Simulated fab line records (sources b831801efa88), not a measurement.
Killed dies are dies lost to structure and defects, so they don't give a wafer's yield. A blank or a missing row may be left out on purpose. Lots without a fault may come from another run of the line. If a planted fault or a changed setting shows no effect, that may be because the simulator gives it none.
fab line records ; flow sky130
[record] lots = 13; wafers = 39; last_day = 50
route steps=708 shown FIELD_ISO@1 VT_ADJUST_HVTP@88 GATE_OXIDE@197 LDD_N@253 PAD_OPEN@708
lots that met no fault: from a run of the same line without faults
start_h: hours from the record's first day to the start of the lot's first wafer shown ; wait_h: hours elapsed since this lot's preceding step ; " unchanged from the row above ; L1.1+2: one row covering several wafers at once ; - no value, or no start was given ; * or withheld: withheld ; < > ~ a bound
route shown NAME@n: names a module that has steps shown in the file, with the first one's number in the route ; usual: mean/standard deviation taken from wafers without a fault ; same: alike in all rows ; chamber/n: place in a boat ; sites: the reading at each site ; _std_site: standard deviation of those values ; _edge_site: outer sites' mean less inner sites' ; radius_mm: how far each site lies from the wafer's centre ; mask NAME#n: copy n ; behind: tool/chamber where the wafer was last shaped ; hold: what put the lot on hold/how long, in hours/how the hold closed ; device: names the non-switching transistor (n, p or np) ; end of line: tests of these same wafers at the route's end ; step lacking rows: just its recipe ; killed: not the wafer's yield, but the dies lost to structure and defects at the first sort ; map: a wafer's dies, x killed, . not, _ none there
set.NAME: the run value of the setting; set.NAME@STEP: its run value at that earlier step ; model.NAME: the simulator's own value behind a step, which no gauge read
one table for each step of the route and one row for each wafer, over a sample of lots
services: the hour from which a tool's chamber was out of use, counted from the record's first day as start_h (under 0 if before that day), plus the number of hours and why
[[steps]]
[step SKY_FIELD_ISO_BOW_MEAS_00]
[recipe] mode = bow
[usual] INCOMING_BOW = -1/6.4
lot.wafer;tool;chamber;start_h;wait_h;INCOMING_BOW[um]
L800.1;film_metro-02;-;10.00;-;-7
L800.3;film_metro-02;-;10.00;-;-5
L800.6;film_metro-02;-;10.00;-;2
L802.1;film_metro-03;-;20.00;-;-10
L802.3;film_metro-03;-;20.00;-;-4
L802.4;film_metro-03;-;20.00;-;1
L803.1;film_metro-03;-;25.00;-;-6
L803.2;film_metro-03;-;25.00;-;0
L803.5;film_metro-03;-;25.00;-;4
L806.2;film_metro-03;-;40.02;-;-13
L806.3;film_metro-03;-;40.02;-;1
L806.4;film_metro-03;-;40.02;-;-8
L810.4;film_metro-03;-;60.06;-;-7
L810.5;film_metro-03;-;60.06;-;5
L810.6;film_metro-03;-;60.06;-;-1
L814.1;film_metro-03;-;80.00;-;2
L814.3;film_metro-03;-;80.00;-;0
L814.4;film_metro-03;-;80.00;-;-15
L815.3;film_metro-04;-;85.04;-;3
L815.4;film_metro-04;-;85.04;-;5
L815.5;film_metro-04;-;85.04;-;-4
L816.1;film_metro-04;-;90.00;-;4
L816.2;film_metro-04;-;90.00;-;4
L816.3;film_metro-04;-;90.00;-;4
L817.3;film_metro-02;-;95.04;-;-2
L817.5;film_metro-02;-;95.04;-;-5
L817.6;film_metro-02;-;95.04;-;4
L818.2;film_metro-04;-;100.02;-;-4
L818.3;film_metro-04;-;100.02;-;4
L818.4;film_metro-04;-;100.02;-;-11
L819.2;film_metro-02;-;105.02;-;-9
L819.5;film_metro-02;-;105.02;-;-1
L819.6;film_metro-02;-;105.02;-;0
L820.1;film_metro-03;-;110.00;-;-4
L820.4;film_metro-03;-;110.00;-;8
L820.5;film_metro-03;-;110.00;-;-5
L821.2;film_metro-04;-;115.02;-;-11
L821.4;film_metro-04;-;115.02;-;8
L821.5;film_metro-04;-;115.02;-;-3
[step SKY_VT_ADJUST_HVTP_SOFTBAKE_03]
[recipe] temp_c = 90; time_s = 60; resist = NOVOLAK
[usual] heater_power_total_W = 56.59/0.048; run_length_s = 89.3/0.33
lot.wafer;tool;chamber;start_h;wait_h;heater_power_total_W;run_length_s
L800.1;litho_track-04;0;113.59;0.1;56.61;88.9
L800.3;litho_track-04;0;113.59;0.1;56.64;88.9
L800.6;litho_track-04;0;113.59;0.1;56.51;89.1
L802.1;litho_track-02;0;125.38;0.1;56.55;88.9
L802.3;litho_track-02;0;125.38;0.1;56.59;88.7
L802.4;litho_track-02;0;125.38;0.1;56.58;89.1
L803.1;litho_track-03;0;129.57;0.1;56.62;89.6
L803.2;litho_track-03;0;129.57;0.1;56.64;89.5
L803.5;litho_track-03;0;129.57;0.1;56.61;89.5
L806.2;litho_track-02;0;151.80;0.1;56.61;88.7
L806.3;litho_track-02;0;151.80;0.1;56.63;88.7
L806.4;litho_track-02;0;151.80;0.1;56.68;88.7
L810.4;litho_track-02;0;173.00;0.1;57.91;85.5
L810.5;litho_track-02;0;173.00;0.1;57.81;85.6
L810.6;litho_track-02;0;173.00;0.1;57.77;85.8
L814.1;litho_track-02;0;207.38;0.1;57.89;85.5
L814.3;litho_track-02;0;207.38;0.1;57.85;85.5
L814.4;litho_track-02;0;207.38;0.1;57.80;85.5
L815.3;litho_track-03;0;213.12;0.1;56.60;89.6
L815.4;litho_track-03;0;213.12;0.1;56.60;89.6
L815.5;litho_track-03;0;213.12;0.1;56.65;89.5
L816.1;litho_track-04;0;213.34;0.1;56.46;88.9
L816.2;litho_track-04;0;213.34;0.1;56.54;89.0
L816.3;litho_track-04;0;213.34;0.1;56.69;89.2
L817.3;litho_track-03;0;218.42;0.1;56.61;89.5
L817.5;litho_track-03;0;218.42;0.1;56.61;89.5
L817.6;litho_track-03;0;218.42;0.1;56.66;89.6
L818.2;litho_track-04;0;231.76;0.1;56.53;89.1
L818.3;litho_track-04;0;231.76;0.1;56.59;89.1
L818.4;litho_track-04;0;231.76;0.1;56.64;89.1
L819.2;litho_track-04;0;235.26;0.1;56.60;89.2
L819.5;litho_track-04;0;235.26;0.1;56.60;88.9
L819.6;litho_track-04;0;235.26;0.1;56.49;89.0
L821.2;litho_track-03;0;247.99;0.1;56.54;89.8
L821.4;litho_track-03;0;247.99;0.1;56.58;89.4
L821.5;litho_track-03;0;247.99;0.1;56.54;89.6
L820.1;litho_track-03;0;249.37;0.1;56.56;89.7
L820.4;litho_track-03;0;249.37;0.1;56.63;89.5
L820.5;litho_track-03;0;249.37;0.1;56.67;89.5
[step SKY_GATE_OXIDE_OVL_MEAS_10]
[usual] GATE_OXIDE_OVL = -0.6/1.3
lot.wafer;tool;chamber;start_h;wait_h;GATE_OXIDE_OVL[nm]
L800.1;overlay-01;-;306.18;0.1;-0.5
L800.3;overlay-01;-;306.18;0.1;-1.5
L800.6;overlay-01;-;306.18;0.1;-0.2
L802.1;overlay-01;-;320.33;0.1;-3.9
L802.3;overlay-01;-;320.33;0.1;-1.7
L802.4;overlay-01;-;320.33;0.1;-0.8
L803.1;overlay-02;-;340.08;0.1;-0.7
L803.2;overlay-02;-;340.08;0.1;-1.1
L803.5;overlay-02;-;340.08;0.1;-2.2
L806.2;overlay-02;-;364.88;0.1;0.2
L806.3;overlay-02;-;364.88;0.1;-1.7
L806.4;overlay-02;-;364.88;0.1;-0.3
L810.4;overlay-01;-;392.95;0.1;-2.6
L810.5;overlay-01;-;392.95;0.1;-0.3
L810.6;overlay-01;-;392.95;0.1;-1.6
L814.1;overlay-01;-;443.35;0.1;1.3
L814.3;overlay-01;-;443.35;0.1;-1.0
L814.4;overlay-01;-;443.35;0.1;0.5
L816.1;overlay-02;-;452.38;0.1;1.4
L816.2;overlay-02;-;452.38;0.1;1.9
L816.3;overlay-02;-;452.38;0.1;1.6
L815.3;overlay-01;-;452.69;0.1;1.2
L815.4;overlay-01;-;452.69;0.1;1.6
L815.5;overlay-01;-;452.69;0.1;0.4
L817.3;overlay-01;-;457.95;0.1;-2.0
L817.5;overlay-01;-;457.95;0.1;-0.8
L817.6;overlay-01;-;457.95;0.1;-1.6
L818.2;overlay-01;-;470.06;0.1;-3.3
L818.3;overlay-01;-;470.06;0.1;-4.5
L818.4;overlay-01;-;470.06;0.1;-2.4
L819.2;overlay-01;-;470.36;0.1;-1.8
L819.5;overlay-01;-;470.36;0.1;0.3
L819.6;overlay-01;-;470.36;0.1;-0.4
L821.2;overlay-01;-;488.75;0.1;-0.3
L821.4;overlay-01;-;488.75;0.1;1.0
L821.5;overlay-01;-;488.75;0.1;-0.3
L820.1;overlay-01;-;494.55;0.1;0.9
L820.4;overlay-01;-;494.55;0.1;-0.6
L820.5;overlay-01;-;494.55;0.1;0.0
[step SKY_LDD_N_STRIP_16]
[recipe] chemistry = O2/N2; power_w = 1400; pressure_mtorr = 1500; platen_temp_c = withheld; o2_flow_sccm = 3000; n2_flow_sccm = 300; overash_fraction = 0.5
[usual] drypump_motor_current_A = 5.7/0.45; o2_flow_sccm = 2998/9.1; oes_product_au = 0.407/0.0046; strip_time_to_endpoint_s = 4.320/0.016
lot.wafer;tool;chamber;start_h;wait_h;drypump_motor_current_A;o2_flow_sccm;oes_product_au;rf_hours_counter_h;strip_time_to_endpoint_s
L800.1;plasma_asher-03;0;404.09;0.1;5.6;3009;0.398;28;4.324
L800.3;plasma_asher-03;1;404.09;0.1;5.1;3003;0.407;-;4.328
L800.6;plasma_asher-03;0;404.09;0.1;5.7;3002;0.406;-;4.306
L802.1;plasma_asher-02;1;419.20;0.1;6.4;2991;0.407;64;4.297
L802.3;plasma_asher-02;1;419.20;0.1;6.4;2998;0.407;-;4.317
L802.4;plasma_asher-02;0;419.20;0.1;5.3;2998;0.410;-;4.309
L803.1;plasma_asher-03;1;438.15;0.1;5.1;2991;0.415;31;4.292
L803.2;plasma_asher-03;0;438.15;0.1;5.6;3004;0.399;31;4.323
L803.5;plasma_asher-03;1;438.15;0.1;5.1;2994;0.407;-;4.312
L806.2;plasma_asher-01;1;465.92;0.1;6.1;2994;0.409;4;4.332
L806.3;plasma_asher-01;1;465.92;0.1;6.1;3000;0.418;-;4.343
L806.4;plasma_asher-01;0;465.92;0.1;5.3;2995;0.404;-;4.355
L810.4;plasma_asher-02;1;500.22;0.1;6.3;3001;0.411;-;4.309
L810.5;plasma_asher-02;1;500.22;0.1;6.3;2988;0.405;-;4.312
L810.6;plasma_asher-02;0;500.22;0.1;5.3;2993;0.406;-;4.314
L814.1;plasma_asher-01;0;544.23;0.1;5.3;2995;0.408;11;4.332
L814.3;plasma_asher-01;0;544.23;0.1;5.4;3001;0.404;-;4.340
L814.4;plasma_asher-01;1;544.23;0.1;6.1;2987;0.413;-;4.316
L816.1;plasma_asher-02;1;553.33;0.1;6.4;2991;0.406;76;4.338
L816.2;plasma_asher-02;0;553.33;0.1;5.3;2989;0.400;76;4.305
L816.3;plasma_asher-02;1;553.33;0.1;6.3;3001;0.400;-;4.331
L815.3;plasma_asher-03;0;554.80;0.1;5.6;2997;0.400;-;4.312
L815.4;plasma_asher-03;1;554.80;0.1;5.1;3001;0.405;-;4.307
L815.5;plasma_asher-03;1;554.80;0.1;5.1;3015;0.412;-;4.311
L817.3;plasma_asher-02;0;557.10;0.1;5.3;3009;0.414;-;4.300
L817.5;plasma_asher-02;0;557.10;0.1;5.3;2992;0.403;-;4.306
L817.6;plasma_asher-02;1;557.10;0.1;6.3;2991;0.402;-;4.295
L818.2;plasma_asher-03;1;567.77;0.1;5.1;3008;0.413;44;4.304
L818.3;plasma_asher-03;1;567.77;0.1;5.1;3001;0.401;-;4.294
L818.4;plasma_asher-03;0;567.77;0.1;5.6;3001;0.408;-;4.315
L819.2;plasma_asher-02;1;571.52;0.1;6.3;2991;0.407;78;4.342
L819.5;plasma_asher-02;0;571.52;0.1;5.3;3006;0.407;-;4.344
L819.6;plasma_asher-02;1;571.52;0.1;6.3;2990;0.411;-;4.339
L821.2;plasma_asher-01;1;586.95;0.1;6.1;3008;0.408;15;4.306
L821.4;plasma_asher-01;0;586.95;0.1;5.3;3000;0.410;-;4.308
L821.5;plasma_asher-01;0;586.95;0.1;5.4;3010;0.410;-;4.321
L820.1;plasma_asher-02;0;594.28;0.1;5.3;2999;0.414;81;4.313
L820.4;plasma_asher-02;0;594.28;0.1;5.4;3012;0.404;-;4.327
L820.5;plasma_asher-02;1;594.28;0.1;6.4;3005;0.409;-;4.330
[step SKY_PAD_OPEN_PROBE_99]
[usual] killed_at_M0_to_M3 = 43/7.1; killed_at_M4_up = 3.2/1.7; killed_at_contacts = 24/5.6; killed_at_front_end = 16/5; killed_at_other = 0.4/0.68; killed_dies = 86/9.3; killed_open = 47/7.1; killed_short = 39/5.7
[same] gross_dies = 492; killed_at_back_side = 0
lot.wafer;tool;chamber;start_h;wait_h;killed_at_M0_to_M3;killed_at_M4_up;killed_at_contacts;killed_at_front_end;killed_at_other;killed_dies;killed_open;killed_short
L817.3;prober-02;-;1174.69;0.2;37;3;22;16;3;81;39;40
L817.5;prober-02;-;1174.79;0.2;52;3;31;14;1;101;51;49
L817.6;prober-02;-;1174.84;0.2;43;2;21;17;0;83;41;42
L820.1;prober-02;-;1193.78;0.1;32;2;33;12;0;79;47;32
L820.4;prober-02;-;1193.93;0.2;36;3;29;23;0;91;46;45
L820.5;prober-02;-;1193.98;0.2;53;2;26;11;0;92;47;45
// killed by level:class
L817.3 VIA1:geometric_particle:open=8 METAL2:geometric_particle:short=8 CONTACT:geometric_particle:short=7 CONTACT:geometric_particle:open=7 FIELD_ISO:geometric_particle:open=6 VIA1:geometric_particle:short=5 LI_CONTACT:geometric_particle:open=5 VIA3:geometric_particle:open=5
L817.5 VIA1:geometric_particle:open=13 CONTACT:geometric_particle:open=10 METAL2:geometric_particle:short=9 CONTACT:geometric_particle:short=7 LI_CONTACT:geometric_particle:short=6 METAL1:geometric_particle:short=6 VIA3:geometric_particle:open=6 VIA2:geometric_particle:open=6
L817.6 VIA1:geometric_particle:open=8 FIELD_ISO:geometric_particle:open=7 LOCAL_INTERCONNECT:geometric_particle:short=6 VIA1:geometric_particle:short=6 VIA2:geometric_particle:open=6 METAL1:geometric_particle:short=5 CONTACT:geometric_particle:open=5 POLY_GATE:geometric_particle:short=4
L820.1 CONTACT:geometric_particle:open=13 VIA3:geometric_particle:open=8 LI_CONTACT:geometric_particle:open=6 VIA2:geometric_particle:open=5 FIELD_ISO:geometric_particle:short=4 LOCAL_INTERCONNECT:geometric_particle:short=4 CONTACT:geometric_particle:short=4 VIA1:geometric_particle:open=4
L820.4 CONTACT:geometric_particle:open=11 METAL2:geometric_particle:short=8 VIA3:geometric_particle:open=8 FIELD_ISO:geometric_particle:short=7 VIA1:geometric_particle:open=7 CONTACT:geometric_particle:short=6 LI_CONTACT:geometric_particle:open=6 VIA1:geometric_particle:short=6
L820.5 METAL2:geometric_particle:short=13 VIA1:geometric_particle:open=11 LI_CONTACT:geometric_particle:open=10 VIA2:geometric_particle:open=10 CONTACT:geometric_particle:open=5 CONTACT:geometric_particle:short=5 FIELD_ISO:geometric_particle:short=4 VIA3:geometric_particle:short=3
[[services]]
tool;chamber;start_h;hours;kind
plasma_asher-03;-;108.84;9.0;pm
plasma_asher-03;0;108.84;9.0;vent_cycle
plasma_asher-03;1;108.84;9.0;vent_cycle
plasma_asher-02;-;115.57;2.8;pm
plasma_asher-03;0;117.84;-;clean
plasma_asher-03;1;117.84;-;clean
plasma_asher-02;-;246.71;0.5;repair
plasma_asher-03;-;261.78;2.6;repair
plasma_asher-02;-;330.31;2.3;repair
plasma_asher-01;-;370.61;1.4;repair
plasma_asher-02;-;379.06;1.5;repair
plasma_asher-01;-;421.29;9.0;pm
plasma_asher-01;0;421.29;9.0;vent_cycle
plasma_asher-01;1;421.29;9.0;vent_cycle
plasma_asher-01;0;430.29;-;clean
plasma_asher-01;1;430.29;-;clean
plasma_asher-02;-;455.62;10.8;repair
plasma_asher-02;-;497.04;0.8;repair
plasma_asher-01;-;520.56;3.8;repair
litho_track-03;-;528.29;-;consumable_replace:filter
plasma_asher-03;-;579.37;3.2;repair
plasma_asher-03;-;585.15;14.6;pm
[[key]]
[first_sign] step = SKY_VT_ADJUST_HVTP_SOFTBAKE_03; reading = heater_power_total_W; direction = up; sigmas = 26; usual = *; struck = *
[effect] step = SKY_VT_ADJUST_HVTP_SOFTBAKE_03; reading = run_length_s; direction = down; sigmas = 11; usual = *; struck = *
met_at SKY_VT_ADJUST_HVTP_SOFTBAKE_03
struck_lots L810,L814
tester_left_out L810,L814
not_acting_at SKY_FIELD_ISO_BOW_MEAS_00,SKY_GATE_OXIDE_OVL_MEAS_10,SKY_LDD_N_STRIP_16
onset_between 151.80 173.00
[fault] kind = process_parameter_drift; tool = litho_track-02; chamber = -; onset_h = 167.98; steps = SKY_VT_ADJUST_HVTP_SOFTBAKE_03; channel = time_s; offset = *; shape = step; end_h = 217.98; acts_in = *; stated = *
// tester_left_out: of these lots the tester's yield and bins aren't shown, on N5 and GAA mostly nor the transistor test; their killed dies are dies lost to structure and defects alone, not to doping, threshold or leakage, so they don't give the yield
